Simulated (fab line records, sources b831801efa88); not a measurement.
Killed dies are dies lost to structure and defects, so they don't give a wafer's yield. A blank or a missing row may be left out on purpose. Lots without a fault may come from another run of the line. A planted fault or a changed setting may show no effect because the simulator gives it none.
A struck lot beside a sound one | flow sky130 | 14 steps out of a route of 708
Sound: wafers L149.1, L149.3, L149.4. Struck: wafers L160.1, L160.4, L160.6. The cause comes at the end.
At each step with rows: each side's tool, then ch and its chambers, then its first start. Under that, the readings that differ: sound wafers | struck wafers | difference of the means | sigmas: that difference in standard deviations of wafers without a fault.
alike: readings whose means differ by less than 2 such deviations, and words and numbers that are the same on both sides. not compared: withheld readings, readings that some wafer has no value for, bounds like >300 that may hide the same value, and numbers for which the record gives no deviation and whose values overlap.
The two part at a step that has a row with sigmas, a row that says differs or no value, or rows on one side only. Numbers that don't overlap but have no deviation are shown without sigmas and don't part them. A reading that every wafer of one side lacks parts them only if that side has two wafers or more.

SKY_METAL5_STRIP_16: strips in O2/N2.
  sound on plasma_asher-04 ch 0,1, day 45 02:02; struck on plasma_asher-04 ch 1, day 47 18:02
  alike: chamber_pressure_mTorr, drypump_motor_current_A, oes_product_au, strip_time_to_endpoint_s
  not compared: rf_hours_counter_h
then, 3 steps without rows for these wafers: SKY_METAL5_STRIP_17 (strips in post etch residue remover, time 1200 s); SKY_METAL5_CLEAN_18 (cleans in IPA, time 180 s); SKY_METAL5_CLEAN_19 (cleans in O3/DIW).
SKY_PASSIVATION_CVD_00: deposits SiO2, target thk 90 nm.
  sound on pecvd-04 ch 1,2, day 45 02:40; struck on pecvd-04 ch 0,1, day 47 18:41
  alike: heater_power_w
SKY_PASSIVATION_THK_MEAS_01:
  sound on film_metro-01, day 45 02:42; struck on film_metro-02, day 47 18:42
  alike: PASSIVATION_CVD_00_THK
SKY_PASSIVATION_CVD_02: deposits Si3N4, target thk 540 nm.
  sound on pecvd-01 ch 0,1,2, day 45 02:46; struck on pecvd-03 ch 0,1,2, day 47 18:46
  alike: heater_power_w
SKY_PASSIVATION_THK_MEAS_03:
  sound on film_metro-03, day 45 02:59; struck on film_metro-01, day 47 18:59
  alike: PASSIVATION_CVD_02_THK
then, 4 steps without rows for these wafers: SKY_PASSIVATION_DEHYDRATE_04 (time 60 s); SKY_PASSIVATION_HMDS_05 (prime time 60 s); SKY_PASSIVATION_COAT_06 (resist thk 3000 nm); SKY_PASSIVATION_SOFTBAKE_07.
SKY_PASSIVATION_EXPOSE_08: exposes mask NSM, target cd 3000 nm.
  sound on iline_stepper-01 ch 0, day 45 14:23; struck on iline_stepper-02, day 48 05:04
  no value came back on the struck wafers for exposure_dose_mJ_cm2, focus_offset_nm (nm); on the sound wafers exposure_dose_mJ_cm2 reads 259.9 259.9 260.2
  alike: mask
then, 1 step without rows for these wafers: SKY_PASSIVATION_PEB_09.

WHERE THEY PART
Only at SKY_PASSIVATION_EXPOSE_08, within this record.

WHY: what the simulator had put in
Skipped step whole: iline_stepper-02, from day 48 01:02 on, at SKY_PASSIVATION_EXPOSE_08. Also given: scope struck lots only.
